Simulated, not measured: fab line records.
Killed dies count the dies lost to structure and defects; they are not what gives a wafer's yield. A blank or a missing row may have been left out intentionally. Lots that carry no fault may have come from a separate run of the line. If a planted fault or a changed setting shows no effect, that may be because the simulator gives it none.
Matching of chambers + flow gf180mcu + GF_V3_CVD_02 on pecvd-04 has 3 sister chambers
The step deposits SiO2 from TEOS, target thk 850 nm, time 94.851 s. 6 wafers are shown with their chamber, then 8 later ones without.

## WAFERS WITH THEIR CHAMBER
| wafer  | chamber | heaterPowerW (W) |
|--------|---------|------------------|
| L082.1 | 1       | 694              |
| L084.3 | 0       | 565              |
| L084.5 | 1       | 699              |
| L086.4 | 0       | 579              |
| L086.6 | 2       | 744              |
| L092.2 | 2       | 763              |

## WAFERS MISSING THEIR CHAMBER
| wafer  | heaterPowerW (W) |
|--------|------------------|
| L092.3 | 696              |
| L092.5 | 587              |
| L095.2 | 736              |
| L095.3 | 682              |
| L095.4 | 801              |
| L097.1 | 645              |
| L097.2 | 606              |
| L097.4 | 799              |

## CHAMBER TAKEN BY EACH
| wafer  | from the rows above | in truth                   |
|--------|---------------------|----------------------------|
| L092.3 | 1                   | 1                          |
| L092.5 | 0                   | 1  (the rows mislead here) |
| L095.2 | 2                   | 2                          |
| L095.3 | 1                   | 1                          |
| L095.4 | 2                   | 2                          |
| L097.1 | 1                   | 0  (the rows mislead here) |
| L097.2 | 0                   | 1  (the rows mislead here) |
| L097.4 | 2                   | 2                          |
5 of 8 placed correctly. Number that these rows cannot place: 0. Number placed wrongly: 3.
How it was worked out, from the rows above alone: a wafer's distance from a chamber is the root of the sum, over the readings, of the square of ((its reading less the chamber's mean) divided by the reading's scatter). If the next closest chamber is less than 2 further off than the closest, the wafer can't be placed; otherwise it belongs to the closest. For every chamber, the mean is computed from those of its wafers that are shown. How the scatter is found: for the shown wafers, subtract from each reading the mean of its chamber, square and add these, divide the total by (wafers less chambers), then take the root.
